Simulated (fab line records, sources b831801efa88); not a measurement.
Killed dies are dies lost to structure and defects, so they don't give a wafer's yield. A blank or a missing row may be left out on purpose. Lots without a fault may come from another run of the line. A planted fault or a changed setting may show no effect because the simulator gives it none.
Which tool did it? | flow sky130 | 11 lots, 33 wafers sampled, at 5 steps of a route of 708

WHAT THE GAUGES READ, wafer by wafer
SKY_CAP2M_RS_MEAS_03: measures by four-point-probe.
lot  | measured     | on            | CAP2M_TIN_RS (ohm/sq)
L075 | day 39 16:36 | film_metro-04 | 6.82 6.74 6.81
L077 | day 40 07:25 | film_metro-03 | 6.94 6.97 7.00
L079 | day 41 07:28 | film_metro-03 | 6.96 6.96 6.95
L081 | day 42 10:23 | film_metro-04 | 6.93 6.90 6.93
L083 | day 42 12:47 | film_metro-03 | 6.86 6.87 6.80
L085 | day 43 02:41 | film_metro-02 | 6.82 6.87 6.81
L087 | day 43 11:53 | film_metro-03 | 7.00 7.01 7.05
L089 | day 44 05:43 | film_metro-03 | 6.93 6.97 6.99
L091 | day 44 15:43 | film_metro-03 | 6.83 6.86 6.86
L093 | day 45 05:50 | film_metro-03 | 6.95 6.94 6.99
L095 | day 45 19:17 | film_metro-04 | 6.92 6.84 6.90

WHICH TOOL RAN EACH LOT (tool, then ch and the chambers of the sampled wafers, then the start)
lot  | SKY_VT_ADJUST_NCORE_STRIP_10         | SKY_VT_ADJUST_HVTR_STRIP_10          | SKY_LI_CONTACT_ETCH_14             | SKY_CONTACT_ETCH_17
L075 | plasma_asher-02 ch 0,1, day 8 20:07  | plasma_asher-02 ch 0,1, day 9 18:26  | rie_diel-04 ch 0,1,3, day 29 05:07 | rie_diel-01 ch 0,1, day 31 15:02
L077 | plasma_asher-04 ch 0,1, day 9 05:01  | plasma_asher-02 ch 0,1, day 10 03:21 | rie_diel-02 ch 0,1, day 29 18:31   | rie_diel-03 ch 0,1, day 32 05:56
L079 | plasma_asher-04 ch 0,1, day 10 01:02 | plasma_asher-01 ch 0,1, day 10 23:44 | rie_diel-02 ch 0,1,3, day 30 21:35 | rie_diel-01 ch 0,1,2, day 33 08:17
L081 | plasma_asher-02 ch 0,1, day 10 17:44 | plasma_asher-04 ch 0,1, day 11 17:05 | rie_diel-04 ch 1,2,3, day 32 05:04 | rie_diel-03 ch 0,1,2, day 34 13:11
L083 | plasma_asher-04 ch 0,1, day 11 05:38 | plasma_asher-02 ch 0,1, day 12 05:26 | rie_diel-04 ch 0,1,3, day 32 07:38 | rie_diel-03 ch 0,2,3, day 34 15:49
L085 | plasma_asher-02 ch 0,1, day 11 21:46 | plasma_asher-04 ch 0,1, day 12 22:10 | rie_diel-02 ch 0,2,3, day 33 01:41 | rie_diel-01 ch 0,1,3, day 35 08:38
L087 | plasma_asher-03 ch 0,1, day 12 10:24 | plasma_asher-04 ch 0,1, day 13 11:19 | rie_diel-02 ch 0,1,3, day 33 11:26 | rie_diel-01 ch 0,3, day 35 18:59
L089 | plasma_asher-03 ch 0,1, day 13 03:05 | plasma_asher-02 ch 0,1, day 14 04:44 | rie_diel-01 ch 0,1,3, day 34 08:22 | rie_diel-03 ch 1,2, day 36 15:55
L091 | plasma_asher-03 ch 0,1, day 13 15:36 | plasma_asher-04 ch 0,1, day 14 15:44 | rie_diel-04 ch 0,2,3, day 34 19:56 | rie_diel-04 ch 2,3, day 37 02:28
L093 | plasma_asher-02 ch 0,1, day 14 07:56 | plasma_asher-02 ch 0, day 15 11:14   | rie_diel-01 ch 1,2,3, day 35 17:05 | rie_diel-04 ch 1,2,3, day 37 22:20
L095 | plasma_asher-03 ch 0,1, day 14 20:53 | plasma_asher-02 ch 0, day 16 00:55   | rie_diel-01 ch 0,3, day 36 05:25   | rie_diel-04 ch 0,3, day 38 10:56
- SKY_VT_ADJUST_NCORE_STRIP_10: strips in O2/N2.
- SKY_VT_ADJUST_HVTR_STRIP_10: strips in O2/N2.
- SKY_LI_CONTACT_ETCH_14: etches BARC in N2/H2, stops on SiO2, time 45.9 s, target depth 60 nm.
- SKY_CONTACT_ETCH_17: etches SiO2 in C4F8/O2/Ar, stops on Si3N4, target depth 340 nm.

THE ANSWER, worked out from the rows above alone
Rule: what is usual is taken from the lots themselves. Put in order of their means at a reading, lots are off if they are a third of the lots or fewer, leave a main group of 4 or more, and stand apart from it by a gap of 3 or more times the standard deviation of the main group's means; of several such gaps the widest counts. A main group whose means are all the same, to the digits that the tables above print for the reading, isn't used. A lot without any number at a reading at which 4 lots or more have one is off too. The other lots that the step has rows for count as sound.
No lot is off at any reading shown: from this, nothing can be told.

WHAT THE SIMULATOR HAD PUT IN
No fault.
